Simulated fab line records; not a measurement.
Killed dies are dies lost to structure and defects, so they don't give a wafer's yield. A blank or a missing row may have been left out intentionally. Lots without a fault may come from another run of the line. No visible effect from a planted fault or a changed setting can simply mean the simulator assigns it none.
Matching of chambers | flow sky130 | SKY_VIA3_CMP_24 on cmp-01: 4 sister chambers
The step polishes, stops on SiO2, t overpolish 20 s, target thk 0 nm. 8 wafers are shown with their chamber, then 7 later ones without.

WAFERS, EACH WITH ITS CHAMBER
wafer  | chamber | motorCurrentA (A) | timeToEndpointS (s)
L892.5 | 3       | 10.9              | 98
L896.1 | 0       | 10.3              | 99
L896.2 | 3       | 11.9              | 99
L896.5 | 1       | 9.9               | 96
L895.4 | 1       | 9.8               | 104
L895.5 | 2       | 9.2               | 96
L904.1 | 0       | 10.1              | 93
L904.3 | 2       | 8.7               | 93

WAFERS WHOSE CHAMBER IS MISSING
wafer  | motorCurrentA (A) | timeToEndpointS (s)
L904.5 | 8.7               | 99
L906.2 | 10.5              | 93
L906.3 | 11.5              | 94
L906.6 | 10.7              | 96
L907.2 | 8.6               | 96
L907.4 | 10.7              | 97
L907.5 | 11.5              | 97

EACH ONE'S CHAMBER
wafer  | from the rows above          | in truth
L904.5 | can't be placed: 2 or 1      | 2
L906.2 | can't be placed: 0 or 1 or 3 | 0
L906.3 | 3                            | 3
L906.6 | can't be placed: 0 or 3 or 1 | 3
L907.2 | 2                            | 2
L907.4 | can't be placed: 0 or 3 or 1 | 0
L907.5 | 3                            | 3
3 of 7 placed correctly. These rows do not allow placing 4 (true chamber among the candidates in 4). Wrongly placed: 0.
How it was worked out, from the rows above alone: a wafer's distance from a chamber is the root of the sum, over the readings, of the square of ((its reading less the chamber's mean) divided by the reading's scatter). The wafer belongs to the nearest chamber; if the next one is less than 2 further off, it can't be placed. A chamber's mean is the mean of its shown wafers. The scatter: take each reading less its chamber's mean, square it, sum over the shown wafers, divide by the number of wafers less the number of chambers, and take the root.
